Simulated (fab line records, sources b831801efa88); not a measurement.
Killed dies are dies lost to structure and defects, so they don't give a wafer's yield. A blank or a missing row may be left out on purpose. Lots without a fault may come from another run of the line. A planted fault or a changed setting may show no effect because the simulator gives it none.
A struck lot beside a sound one | flow sfq_line | 24 steps out of a route of 325
Sound: wafers L502.1, L502.3, L502.4. Struck: wafers L490.4, L490.5, L490.6. The cause comes at the end.
At each step with rows: each side's tool, then ch and its chambers, then its first start. Under that, the readings that differ: sound wafers | struck wafers | difference of the means | sigmas: that difference in standard deviations of wafers without a fault.
alike: readings whose means differ by less than 2 such deviations, and words and numbers that are the same on both sides. not compared: withheld readings, readings that some wafer has no value for, bounds like >300 that may hide the same value, and numbers for which the record gives no deviation and whose values overlap.
The two part at a step that has a row with sigmas, a row that says differs or no value, or rows on one side only. Numbers that don't overlap but have no deviation are shown without sigmas and don't part them. A reading that every wafer of one side lacks parts them only if that side has two wafers or more.

first, 2 steps without rows for these wafers: SFQ_TRILAYER_C5_STRIP_SOLV_CLEAN_156 (cleans in NMP, time 600 s); SFQ_TRILAYER_M6_DEP_PRE_CLEAN_158 (time 22.5 s).
SFQ_TRILAYER_M6_DEP_SPUTTER_157: material Nb, target thk 200 nm, time 133.3 s.
  sound on pvd_sputter-03, day 77 02:17; struck on pvd_sputter-03, day 69 07:37
  alike: cathode_dc_power_W, throttle_valve_pct
SFQ_M6_RS_MEAS_938: measures by four-point-probe.
  sound on film_metro-04, day 77 02:22; struck on film_metro-04, day 69 07:46
  alike: M6_NB_RS
then, 6 steps without rows for these wafers: SFQ_TRILAYER_M6_LITHO_COAT_164 (resist thk 62 nm); SFQ_TRILAYER_M6_LITHO_COAT_159 (resist thk 600 nm); SFQ_TRILAYER_M6_LITHO_SOFTBAKE_163; SFQ_TRILAYER_M6_LITHO_EXPOSE_160 (exposes mask M6, target cd 500 nm); SFQ_TRILAYER_M6_LITHO_PEB_162 (peb time 60 s); SFQ_TRILAYER_M6_LITHO_DEVELOP_161 (time 60 s).
SFQ_M6_OVL_MEAS_940:
  sound on overlay-02, day 77 09:36; struck on overlay-01, day 69 10:27
  alike: M6_OVL
SFQ_TRILAYER_M6_BARC_OPEN_METAL_ETCH_206: etches BARC in O2, target depth 125 nm, time 41.7 s.
  sound on rie_metal-01 ch 0,1, day 77 09:38; struck on rie_metal-02 ch 0,1, day 69 10:29
  no value came back on the struck wafers for bias_w (W), chamber_pressure_mTorr (mTorr), drypump_motor_current_A (A), oes_product_au (a.u.); on the sound wafers bias_w (W) reads 79.93 79.71 79.86
  reading                                             | sound             | struck            | difference | sigmas
  model.KrF_of_TRILAYER_M6_LITHO_COAT_159.thk_nm (nm) | 521.8 522.2 520.2 | 576.5 575.3 575.9 | +54.5      |
  not compared: rf_hours_counter_h
SFQ_TRILAYER_M6_ETCH_METAL_ETCH_162: etches Nb in Cl2/Ar, stops on SiO2, target depth 240 nm, time 120 s.
  sound on rie_metal-01 ch 0,1, day 77 09:42; struck on rie_metal-02 ch 0,1, day 69 10:34
  reading                                             | sound             | struck            | difference | sigmas
  oes_product_au (a.u.)                               | 0.902 0.899 0.893 | 0.377 0.379 0.369 | -0.523     | -82
  model.KrF_of_TRILAYER_M6_LITHO_COAT_159.thk_nm (nm) | 380.6 380.5 377.8 | 436.9 437.4 435.5 | +57.0      |
  alike: bias_w, chamber_pressure_mTorr, drypump_motor_current_A
  not compared: rf_hours_counter_h
SFQ_TRILAYER_M6_STRIP_STRIP_163: strips in O2.
  sound on rie_metal-01 ch 0,1, day 77 09:49; struck on rie_metal-02 ch 0,1, day 69 10:51
  alike: chamber_pressure_mTorr, drypump_motor_current_A, oes_product_au
  not compared: rf_hours_counter_h
then, 1 step without rows for these wafers: SFQ_TRILAYER_M6_STRIP_SOLV_CLEAN_164 (cleans in NMP, time 600 s).
SFQ_TRILAYER_I6_DEP_PECVD_165: deposits SiO2 from SiH4/N2O, time 111.11 s, target thk 500 nm.
  sound on pecvd-04 ch 0,2, day 77 10:36; struck on pecvd-02 ch 0,1,2, day 69 11:28
  alike: chamber_pressure_Torr, heater_power_w, throttle_valve_pct
  not compared: since_wet_clean_h
SFQ_TRILAYER_I6_CMP_CMP_166: polishes SiO2.
  sound on cmp-02 ch 1,2,3, day 77 13:01; struck on cmp-01 ch 1,2,3, day 69 16:16
  reading             | sound         | struck      | difference | sigmas
  motor_current_A (A) | 9.7 11.7 10.1 | 9.4 8.2 8.3 | -1.9       | -2
  alike: time_to_endpoint_s
SFQ_I6_BOW_MEAS_941:
  sound on film_metro-02, day 77 15:31; struck on film_metro-02, day 69 17:49
  alike: I6_BOW
SFQ_TRILAYER_I6_METRO_MEASURE_167:
  sound on film_metro-02, day 77 15:38; struck on film_metro-02, day 69 18:29
  alike: thk_nm
then, 3 steps without rows for these wafers: SFQ_TRILAYER_I6_VIA_LITHO_COAT_174 (resist thk 62 nm); SFQ_TRILAYER_I6_VIA_LITHO_COAT_169 (resist thk 650 nm); SFQ_TRILAYER_I6_VIA_LITHO_SOFTBAKE_173.
SFQ_TRILAYER_I6_VIA_LITHO_EXPOSE_170: exposes mask I6, target cd 700 nm.
  sound on krf_scanner-01 ch 0, day 77 20:06; struck on krf_scanner-02, day 69 21:15
  no value came back on the struck wafers for exposure_dose_mJ_cm2, focus_offset_nm (nm), na, sigma_outer; on the sound wafers exposure_dose_mJ_cm2 reads 21.307 21.316 21.327
  alike: mask
then, 1 step without rows for these wafers: SFQ_TRILAYER_I6_VIA_LITHO_PEB_172 (peb time 60 s).

WHERE THEY PART
First at SFQ_TRILAYER_M6_BARC_OPEN_METAL_ETCH_206; last, within this record, at SFQ_TRILAYER_I6_VIA_LITHO_EXPOSE_170.

WHY: what the simulator had put in
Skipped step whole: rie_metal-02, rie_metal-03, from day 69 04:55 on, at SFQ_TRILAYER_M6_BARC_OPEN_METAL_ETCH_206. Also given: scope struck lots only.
